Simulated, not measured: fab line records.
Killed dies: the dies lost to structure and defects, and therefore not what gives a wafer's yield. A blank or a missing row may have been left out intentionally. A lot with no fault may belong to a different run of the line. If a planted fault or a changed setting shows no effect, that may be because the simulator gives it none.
Struck lot and sound lot, side by side / flow sky130 / 20 steps out of a route of 708
Sound: these wafers, L821.2, L821.5, L821.6. Struck: wafers L835.1, L835.3. (L835.5 of the same lot was not struck and is left out.) The cause comes at the end.
Per side, at each step with rows, come the tool, then ch with its chambers, and then its first start. Under that, the readings that differ: sound wafers / struck wafers / difference of the means / sigmas: that difference in standard deviations of wafers without a fault.
alike: readings whose means differ by less than 2 such deviations, and words and numbers that are the same on both sides. not compared: withheld readings, readings that some wafer has no value for, bounds like >300 that may hide the same value, and numbers for which the record gives no deviation and whose values overlap.
The two part at a step that has a row with sigmas, a row that says differs or no value, or rows on one side only. When numbers do not overlap yet have no deviation, they are printed without sigmas and do not part them. Lack of a reading on every wafer of one side parts them only where that side has two or more wafers.

SKY_FIELD_ISO_BOW_MEAS_00:
  sound: film_metro-01 at day 2 06:01; struck: film_metro-01 at day 5 04:00
  alike: INCOMING_BOW
then, 1 step without rows for these wafers: SKY_FIELD_ISO_OXIDATION_01 (stabilise 600 s, purge 300 s, target thk 12 nm).
SKY_FIELD_ISO_THK_MEAS_02:
  sound: film_metro-02 at day 2 08:24; struck: film_metro-04 at day 5 05:38
  alike: FIELD_ISO_OXIDATION_00_THK
then, 1 step without rows for these wafers: SKY_FIELD_ISO_CVD_03 (deposits Si3N4 from DCS/NH3, target thk 165 nm, time 2830 s).
SKY_FIELD_ISO_THK_MEAS_04:
  sound: film_metro-01 at day 2 12:20; struck: film_metro-02 at day 5 07:29
  alike: FIELD_ISO_CVD_03_THK
then, 5 steps without rows for these wafers: SKY_FIELD_ISO_DEHYDRATE_05 (time 60 s); SKY_FIELD_ISO_HMDS_06 (prime time 60 s); SKY_FIELD_ISO_COAT_07 (resist thk 60 nm); SKY_FIELD_ISO_COAT_08 (resist thk 450 nm); SKY_FIELD_ISO_SOFTBAKE_09 (time 90 s).
SKY_FIELD_ISO_EXPOSE_10: exposes mask FOM, target cd 150 nm.
  sound on krf_scanner-02 ch 0, day 2 20:28; struck on krf_scanner-01 ch 0, day 5 16:52
reading=focus_offset_nm (nm); sound=1.0 0.7 1.4; struck=-0.3 0.0; difference=-1.2; sigmas=-2
  alike: mask
then, 2 steps without rows for these wafers: SKY_FIELD_ISO_PEB_11; SKY_FIELD_ISO_DEVELOP_12 (develop time 60 s).
SKY_FIELD_ISO_CD_MEAS_13: target cd 150 nm.
  sound: cd_sem-02 at day 3 03:20; struck: cd_sem-01 at day 6 00:25
reading=cd_nm (nm); sound=149.0 148.4 147.5; struck=86.2 86.8; difference=-61.8; sigmas=-34
  not compared: hold
SKY_FIELD_ISO_ETCH_14: etches BARC in N2/H2, stops on SiO2, time 45.9 s, target depth 60 nm.
  sound on rie_diel-04 ch 0,1,3, day 3 03:26; struck on rie_diel-03 ch 0,3, day 6 03:41
reading=hold; sound=- - -; struck=await_dispo/3.2h/release await_dispo/3.2h/release; difference=no value on the sound wafers; sigmas=
reading=model.FIELD_ISO.cd_nm (nm); sound=148.9 149.1 147.2; struck=86.4 86.57; difference=-61.9; sigmas=
  alike: drypump_motor_current_A, oes_product_au, throttle_valve_pct
  not compared: rf_hours_counter_h
SKY_FIELD_ISO_ETCH_15: etches the open film in CHF3/O2, stops on Si, target depth 180 nm, time 72 s.
  sound on rie_diel-04 ch 0,1,3, day 3 03:28; struck on rie_diel-03 ch 0,3, day 6 03:44
  alike: drypump_motor_current_A, oes_product_au, throttle_valve_pct
  not compared: rf_hours_counter_h
SKY_FIELD_ISO_STRIP_16: strips in O2/N2.
  sound on plasma_asher-01 ch 0,1, day 3 03:32; struck on plasma_asher-03 ch 0,1, day 6 03:47
  alike: drypump_motor_current_A, oes_product_au, strip_time_to_endpoint_s
  not compared: rf_hours_counter_h
SKY_FIELD_ISO_ETCH_17: etches Si in HBr/Cl2/O2, target depth 342 nm, time 97.7 s.
  sound on rie_si-02 ch 0,2,3, day 3 03:37; struck on rie_si-02 ch 1,3, day 6 03:53
reading=model.FIELD_ISO.cd_nm (nm); sound=149.2 149.2 146.9; struck=86.51 87.12; difference=-61.62; sigmas=
  alike: drypump_motor_current_A, oes_product_au, throttle_valve_pct
  not compared: rf_hours_counter_h
then, 1 step without rows for these wafers: SKY_FIELD_ISO_WET_ETCH_18 (etches Si3N4 in H3PO4, target depth 25 nm, time 286 s).
-- a jump in the record: the struck wafers' starts before and after are 44 days apart (it breaks off in module FIELD_ISO and resumes in module PAD_OPEN, where the first step shown is number 708 of the route) --
SKY_PAD_OPEN_PROBE_99:
  sound: prober-02 at day 46 20:43; struck: prober-02 at day 50 04:07
reading=hold; sound=- - -; struck=await_dispo/5.1h/release await_dispo/5.1h/release; difference=no value on the sound wafers; sigmas=
reading=killed_at_front_end; sound=18 15 17; struck=398 409; difference=+387; sigmas=+92
reading=killed_dies; sound=81 98 85; struck=492 492; difference=+404; sigmas=+43
reading=killed_on_rim; sound=13 23 20; struck=96 96; difference=+77; sigmas=+20
  alike: killed_at_M0_to_M3, killed_at_M4_up, killed_at_contacts, killed_at_other, killed_open, killed_short

## WHERE THEY PART
At SKY_FIELD_ISO_EXPOSE_10 first; at SKY_PAD_OPEN_PROBE_99 last (within this record only).

WHY: the cause the simulator had injected
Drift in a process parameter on krf_scanner-01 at SKY_FIELD_ISO_EXPOSE_10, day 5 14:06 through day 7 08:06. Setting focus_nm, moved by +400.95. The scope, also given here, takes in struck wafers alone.
